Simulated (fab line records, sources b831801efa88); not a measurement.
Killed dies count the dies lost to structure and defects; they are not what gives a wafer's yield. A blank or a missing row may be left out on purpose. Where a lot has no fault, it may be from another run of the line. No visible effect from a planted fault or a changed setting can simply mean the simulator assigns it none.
2 desks, one fault -- flow gf180mcu -- each desk has only its own numbers; what lay behind them comes last

## THE TOOL OWNER'S DESK: pvdSputter-04
The tool's own readings at GF_M3_SPUTTER_02 (material AlCu, target thk 450 nm, time 23.9 s): means of the sampled wafers that have a number, for each lot that ran on this tool. If a lot's mean is further than 4 standard deviations from the usual mean, the lot is out of limits and carries the mark OUT (the distance appears in the brackets).
Columns: A = throttleValvePct at GF_M3_SPUTTER_02, usual 30.1 %
lot,first seen here,A
L887,day 22 15:37,31.1
L901,day 27 01:22,31.5
This desk's verdict: no lot among the 2 shows anything out of limits.

## METROLOGY DESK
What the gauges read, lot by lot, whatever tool the lot ran on: means of the sampled wafers that have a number. If a lot's mean is further than 4 standard deviations from the usual mean, the lot is out of limits and carries the mark OUT (the distance appears in the brackets).
Columns: A = V2_W_RS at GF_V2_RS_MEAS_24, usual 0.328 ohm/sq; B = V2_W_THK at GF_V2_THK_MEAS_25, usual 352 nm; C = M3_ALCU_RS at GF_M3_RS_MEAS_05, usual 0.0695 ohm/sq; D = M3_ALCU_THK at GF_M3_THK_MEAS_06, usual 450 nm
lot,first seen here,A,B,C,D
L882,day 20 18:25,0.324,356,0.0701,447
L887,day 22 15:00,0.322,356,0.0684,460
L895,day 25 09:28,0.329,357,0.0701,446
L901,day 26 23:52,0.331,351,0.0500 (-24) OUT,620 (+26) OUT
L904,day 28 01:57,0.326,357,0.0701,441
This desk's finding: out of limits on L901; first on L901, day 27 01:31 (M3_ALCU_RS at GF_M3_RS_MEAS_05). In limits: L882, L887, L895, L904.

## BROUGHT TOGETHER
At day 27 01:31 the metrology desk could have sounded an alarm, on L901.
The tool owner's desk saw nothing out of limits.
The tool owner's desk has L901 on record, within its limits.
Of the lots named, all ran GF_M3_SPUTTER_02 on pvdSputter-04.

## WHAT THE SIMULATOR HAD INSERTED
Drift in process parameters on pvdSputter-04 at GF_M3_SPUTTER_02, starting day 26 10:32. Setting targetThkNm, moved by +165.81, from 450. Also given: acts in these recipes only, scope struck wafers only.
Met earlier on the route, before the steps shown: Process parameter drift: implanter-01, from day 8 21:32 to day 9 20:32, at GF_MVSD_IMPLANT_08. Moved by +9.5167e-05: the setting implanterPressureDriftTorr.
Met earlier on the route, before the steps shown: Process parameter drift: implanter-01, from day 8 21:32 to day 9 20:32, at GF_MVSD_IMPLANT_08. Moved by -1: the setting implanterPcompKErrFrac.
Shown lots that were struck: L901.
Hours from the fault's start to each desk's first reading out of limits: the metrology desk, 15.
